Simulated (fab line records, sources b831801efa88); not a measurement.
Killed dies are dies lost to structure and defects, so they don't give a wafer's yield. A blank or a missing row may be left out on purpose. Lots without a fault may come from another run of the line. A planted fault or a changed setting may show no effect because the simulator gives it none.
A struck lot beside a sound one | flow gf180mcu | 19 steps out of a route of 602
Sound: wafers L751.2, L751.5, L751.6. Struck: wafer L741.4. (L741.1, L741.3 of the same lot were not struck and are left out.) The cause comes at the end.
At each step with rows: each side's tool, then ch and its chambers, then its first start. Under that, the readings that differ: sound wafers | struck wafers | difference of the means | sigmas: that difference in standard deviations of wafers without a fault.
alike: readings whose means differ by less than 2 such deviations, and words and numbers that are the same on both sides. not compared: withheld readings, readings that some wafer has no value for, bounds like >300 that may hide the same value, and numbers for which the record gives no deviation and whose values overlap.
The two part at a step that has a row with sigmas, a row that says differs or no value, or rows on one side only. Numbers that don't overlap but have no deviation are shown without sigmas and don't part them. A reading that every wafer of one side lacks parts them only if that side has two wafers or more.

GF_V5_ETCH_17: etches SiO2 in C4F8/O2/Ar, stops on TiN, target depth 855 nm.
  sound on rie_diel-03 ch 1,2,3; struck on rie_diel-01 ch 1
  alike: oes_product_au
GF_V5_STRIP_18: strips in O2/N2.
  sound on plasma_asher-02 ch 0,1, day 32 11:25; struck on plasma_asher-02 ch 0, day 29 20:27
  reading                     | sound          | struck | difference | sigmas
  drypump_motor_current_A (A) | 5.45 5.45 6.29 | 6.23   | +0.50      | +2
  alike: heater_power_w, oes_product_au, platen_temp_c
  not compared: rf_hours_counter_h
then, 4 steps without rows for these wafers: GF_V5_STRIP_19 (strips in post etch residue remover, time 1200 s); GF_V5_CLEAN_20 (cleans in DIW); GF_V5_SPUTTER_21 (material Ti, target thk 15 nm, time 80.02 s); GF_V5_SPUTTER_22 (material TiN, target thk 10 nm, time 40 s).
GF_V5_CVD_23: deposits W, target thk 350 nm, time 104.9 s.
  sound on cvd_w-01 ch 0,1, day 32 12:03; struck on cvd_w-01 ch 0, day 29 21:06
  alike: chamber_pressure_Torr, heater_power_w
GF_V5_RS_MEAS_24: measures by four-point-probe.
  sound on film_metro-03, day 32 12:11; struck on film_metro-03, day 29 21:13
  alike: V5_W_RS
GF_V5_THK_MEAS_25: measures by xrf.
  sound on film_metro-03, day 32 12:18; struck on film_metro-03, day 29 21:20
  alike: V5_W_THK
then, 1 step without rows for these wafers: GF_V5_CMP_26 (polishes, stops on SiO2, t overpolish 15 s, target thk 0 nm).
GF_TOP_METAL_SPUTTER_00: material Ti, target thk 37.5 nm, time 150 s.
  sound on pvd_sputter-03, day 32 12:39; struck on pvd_sputter-01, day 29 21:41
  alike: throttle_valve_pct
GF_TOP_METAL_SPUTTER_01: material TiN, target thk 30 nm, time 25 s.
  sound on pvd_sputter-03, day 32 12:45; struck on pvd_sputter-01, day 29 21:47
  alike: throttle_valve_pct
GF_TOP_METAL_SPUTTER_02: material AlCu, target thk 900 nm, time 47.82 s.
  sound on pvd_sputter-03, day 32 12:47; struck on pvd_sputter-01, day 29 21:49
  reading                                        | sound             | struck | difference | sigmas
  model.AlCu_of_TOP_METAL_SPUTTER_02.thk_nm (nm) | 908.7 897.8 917.6 | 951.5  | +43.5      |
  alike: throttle_valve_pct
then, 2 steps without rows for these wafers: GF_TOP_METAL_SPUTTER_03 (material Ti, target thk 5 nm, time 3.3 s); GF_TOP_METAL_SPUTTER_04 (material TiN, target thk 25 nm, time 20.8 s).
GF_TOP_METAL_RS_MEAS_05: measures by four-point-probe.
  sound on film_metro-03, day 32 12:53; struck on film_metro-04, day 29 21:55
  reading                    | sound                | struck | difference | sigmas
  TOP_METAL_ALCU_RS (ohm/sq) | 0.0323 0.0327 0.0320 | 0.0310 | -0.0013    | -4
GF_TOP_METAL_THK_MEAS_06: measures by xrf.
  sound on film_metro-03, day 32 13:00; struck on film_metro-04, day 29 22:02
  reading                 | sound       | struck | difference | sigmas
  TOP_METAL_ALCU_THK (nm) | 919 913 929 | 959    | +39        | +4
then, 1 step without rows for these wafers: GF_TOP_METAL_DEHYDRATE_07 (time 60 s).
GF_PASSIVATION_PROBE_99:
  the record has rows for the struck wafers here (prober-02, day 31 12:15) and none for the sound ones

WHERE THEY PART
First at GF_V5_STRIP_18; last, within this record, at GF_PASSIVATION_PROBE_99.

WHY: what the simulator had put in
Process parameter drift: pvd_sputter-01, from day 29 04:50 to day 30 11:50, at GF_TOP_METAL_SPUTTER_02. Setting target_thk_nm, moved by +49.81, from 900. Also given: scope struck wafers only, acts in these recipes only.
